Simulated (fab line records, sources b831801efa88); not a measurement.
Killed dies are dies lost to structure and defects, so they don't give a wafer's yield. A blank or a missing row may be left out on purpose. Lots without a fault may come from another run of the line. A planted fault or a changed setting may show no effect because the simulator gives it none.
Which tool did it? | flow gf180mcu | 10 lots, 30 wafers sampled, at 1 step of a route of 602

WHAT THE GAUGES READ, wafer by wafer
GF_VT_IMPLANT_OVL_MEAS_40.
lot  | measured     | on         | VT_IMPLANT_03_OVL (nm)
L867 | day 7 20:13  | overlay-01 | -0.4 -1.7 -0.7
L868 | day 8 00:46  | overlay-02 | 0.3 -0.2 -1.1
L869 | day 8 04:28  | overlay-02 | 2.1 0.7 -0.1
L870 | day 8 19:40  | overlay-01 | 2.5 0.7 1.6
L871 | day 8 19:58  | overlay-02 | -0.1 0.0 -1.2
L872 | day 9 00:59  | overlay-02 | -1.3 -1.4 -1.6
L880 | day 11 06:52 | overlay-02 | 0.5 -0.4 -1.5
L881 | day 11 10:28 | overlay-01 | 0.3 -0.3 0.5
L883 | day 12 01:34 | overlay-02 | 0.4 -0.4 -0.1
L890 | day 14 02:19 | overlay-02 | 1.9 1.5 1.2

WHICH TOOL RAN EACH LOT (tool, then ch and the chambers of the sampled wafers, then the start)
The record holds no process step before these readings.

THE ANSWER, worked out from the rows above alone
Rule: what is usual is taken from the lots themselves. Put in order of their means at a reading, lots are off if they are a third of the lots or fewer, leave a main group of 4 or more, and stand apart from it by a gap of 3 or more times the standard deviation of the main group's means; of several such gaps the widest counts. A main group whose means are all the same, to the digits that the tables above print for the reading, isn't used. A lot without any number at a reading at which 4 lots or more have one is off too. The other lots that the step has rows for count as sound.
No lot is off at any reading shown: from this, nothing can be told.

WHAT THE SIMULATOR HAD PUT IN
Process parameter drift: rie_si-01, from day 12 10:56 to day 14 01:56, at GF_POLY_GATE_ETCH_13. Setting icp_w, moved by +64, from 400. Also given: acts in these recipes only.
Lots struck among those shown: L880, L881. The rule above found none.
